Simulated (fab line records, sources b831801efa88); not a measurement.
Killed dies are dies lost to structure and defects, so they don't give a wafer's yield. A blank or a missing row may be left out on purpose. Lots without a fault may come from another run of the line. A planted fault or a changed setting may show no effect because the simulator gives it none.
Which tool did it? | flow sfq_line | 7 lots, 21 wafers sampled, at 2 steps of a route of 325

WHAT THE GAUGES READ, wafer by wafer
SFQ_M1_RS_MEAS_909: measures by four-point-probe.
lot  | measured     | on            | M1_NB_RS (ohm/sq)
L580 | day 20 05:50 | film_metro-01 | 0.897 0.890 0.536
L582 | day 21 02:22 | film_metro-04 | 0.529 0.877 0.890
L588 | day 24 00:12 | film_metro-03 | 0.874 0.873 0.884
L590 | day 25 05:13 | film_metro-04 | 0.890 0.892 0.889
L592 | day 25 18:23 | film_metro-03 | 0.898 0.899 0.899
L594 | day 26 07:35 | film_metro-04 | 0.901 0.900 0.874
L597 | day 27 10:13 | film_metro-03 | 0.867 0.890 0.906

WHICH TOOL RAN EACH LOT (tool, then ch and the chambers of the sampled wafers, then the start)
lot  | SFQ_TRILAYER_M1_DEP_SPUTTER_037
L580 | pvd_sputter-03, day 20 05:44
L582 | pvd_sputter-03, day 21 02:16
L588 | pvd_sputter-04, day 24 00:04
L590 | pvd_sputter-03, day 25 05:06
L592 | pvd_sputter-05, day 25 18:18
L594 | pvd_sputter-04, day 26 07:30
L597 | pvd_sputter-04, day 27 10:07
- SFQ_TRILAYER_M1_DEP_SPUTTER_037: material Nb, target thk 200 nm, time 133.3 s.

THE ANSWER, worked out from the rows above alone
Rule: what is usual is taken from the lots themselves. Put in order of their means at a reading, lots are off if they are a third of the lots or fewer, leave a main group of 4 or more, and stand apart from it by a gap of 3 or more times the standard deviation of the main group's means; of several such gaps the widest counts. A main group whose means are all the same, to the digits that the tables above print for the reading, isn't used. A lot without any number at a reading at which 4 lots or more have one is off too. The other lots that the step has rows for count as sound.
Off: L580, L582, at SFQ_M1_RS_MEAS_909 (M1_NB_RS). The main group: mean 0.889 ohm/sq, standard deviation 0.007.
A tool fits if, at a process step before that reading, it ran every lot that is off, and no sound lot after the first of them. The gauges at SFQ_M1_RS_MEAS_909 are tried like those tools. None of those tried fits.

WHAT THE SIMULATOR HAD PUT IN
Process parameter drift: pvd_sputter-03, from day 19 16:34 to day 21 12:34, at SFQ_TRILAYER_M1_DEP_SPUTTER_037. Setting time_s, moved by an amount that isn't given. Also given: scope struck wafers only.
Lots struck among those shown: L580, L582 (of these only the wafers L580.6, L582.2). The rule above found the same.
